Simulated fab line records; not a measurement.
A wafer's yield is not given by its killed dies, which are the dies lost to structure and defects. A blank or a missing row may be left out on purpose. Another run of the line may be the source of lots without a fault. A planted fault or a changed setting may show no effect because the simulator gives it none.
A struck lot beside a sound one | flow gf180mcu | 17 out of 602 route steps
Sound: the wafers L167.1, L167.3, L167.6. Struck: wafers L151.1, L151.2, L151.4. Last of all comes the cause.
Per side, at each step with rows, come the tool, then ch with its chambers, and then its first start. Under that, the readings that differ: sound wafers | struck wafers | difference of the means | sigmas: that difference in standard deviations of wafers without a fault.
alike: readings whose means differ by less than 2 such deviations, and words and numbers that are the same on both sides. not compared: withheld readings, readings that some wafer has no value for, bounds like >300 that may hide the same value, and numbers for which the record gives no deviation and whose values overlap.
The two part at a step that has a row with sigmas, a row that says differs or no value, or rows on one side only. When numbers do not overlap yet have no deviation, they are printed without sigmas and do not part them. Lack of a reading on every wafer of one side parts them only where that side has two or more wafers.

first, 3 steps without rows for these wafers: GF_DUAL_GATE_CLEAN_00 (cleans in SC1/SC2, time 150 s); GF_DUAL_GATE_CLEAN_01 (cleans in dHF, time 20 s); GF_DUAL_GATE_OXIDATION_02 (stabilise 600 s, purge 300 s, target thk 10.887 nm).
GF_DUAL_GATE_THK_MEAS_03:
  sound: filmMetro-03 at day 13 11:04; struck: filmMetro-03 at day 9 10:59
  alike: DUAL_GATE_OXIDATION_00_THK
then, 7 steps without rows for these wafers: GF_DUAL_GATE_DEHYDRATE_04 (time 60 s); GF_DUAL_GATE_HMDS_05 (prime time 60 s); GF_DUAL_GATE_COAT_06 (resist thk 1000 nm); GF_DUAL_GATE_SOFTBAKE_07 (time 60 s); GF_DUAL_GATE_EXPOSE_08 (exposes mask Dualgate, target cd 700 nm); GF_DUAL_GATE_PEB_09; GF_DUAL_GATE_DEVELOP_10 (develop time 60 s).
GF_DUAL_GATE_OVL_MEAS_11:
  sound: overlay-01 at day 14 08:05; struck: overlay-01 at day 10 03:50
  alike: DUAL_GATE_OVL
GF_DUAL_GATE_WET_ETCH_12: etches SiO2 in dHF, target depth 13 nm, time 260 s.
  sound on wetBench-02 ch 2, day 14 08:07; struck on wetBench-01 ch 1, day 10 03:52
  no value came back on the struck wafers for bathHeatDutyPct (%), runLengthS (s); on the sound wafers bathHeatDutyPct (%) reads 5.2 5.4 5.5
reading                             | sound             | struck          | difference | sigmas
model.SiO2_of_STI_CVD_23.thkNm (nm) | 364.9 365.8 364.4 | 376.8 375 377.8 | +11.5      | 
GF_DUAL_GATE_STRIP_13: strips in O2/N2.
  sound on plasmaAsher-04 ch 1, day 14 08:11; struck on plasmaAsher-01 ch 0,1, day 10 03:58
reading          | sound       | struck      | difference | sigmas
heaterPowerW (W) | 391 396 394 | 319 337 344 | -60        | -3
  alike: drypumpMotorCurrentA, oesProductAu, stripTimeToEndpointS
  not compared: rfHoursCounterH
GF_DUAL_GATE_CLEAN_14: cleans in SC1/SC2, time 150 s.
  sound on wetBench-01 ch 0, day 14 08:17; struck on wetBench-04 ch 3, day 10 04:04
reading                             | sound             | struck            | difference | sigmas
model.SiO2_of_STI_CVD_23.thkNm (nm) | 364.3 365.1 363.7 | 376.1 374.3 377.2 | +11.5      | 
then, 1 step without rows for these wafers: GF_DUAL_GATE_OXIDATION_15 (stabilise 600 s, purge 300 s, target thk 7.098 nm).
-- a jump in the record: the struck wafers' starts before and after are 21 days apart (it breaks off in module DUAL_GATE and resumes in module PASSIVATION, where the first step shown is number 602 of the route) --
GF_PASSIVATION_PROBE_99:
  rows exist in the record for the struck wafers here (prober-02, day 30 21:25), but not for the sound ones

WHERE THEY PART
Last at GF_PASSIVATION_PROBE_99 as far as this record goes, first at GF_DUAL_GATE_WET_ETCH_12.

WHY: the cause the simulator had injected
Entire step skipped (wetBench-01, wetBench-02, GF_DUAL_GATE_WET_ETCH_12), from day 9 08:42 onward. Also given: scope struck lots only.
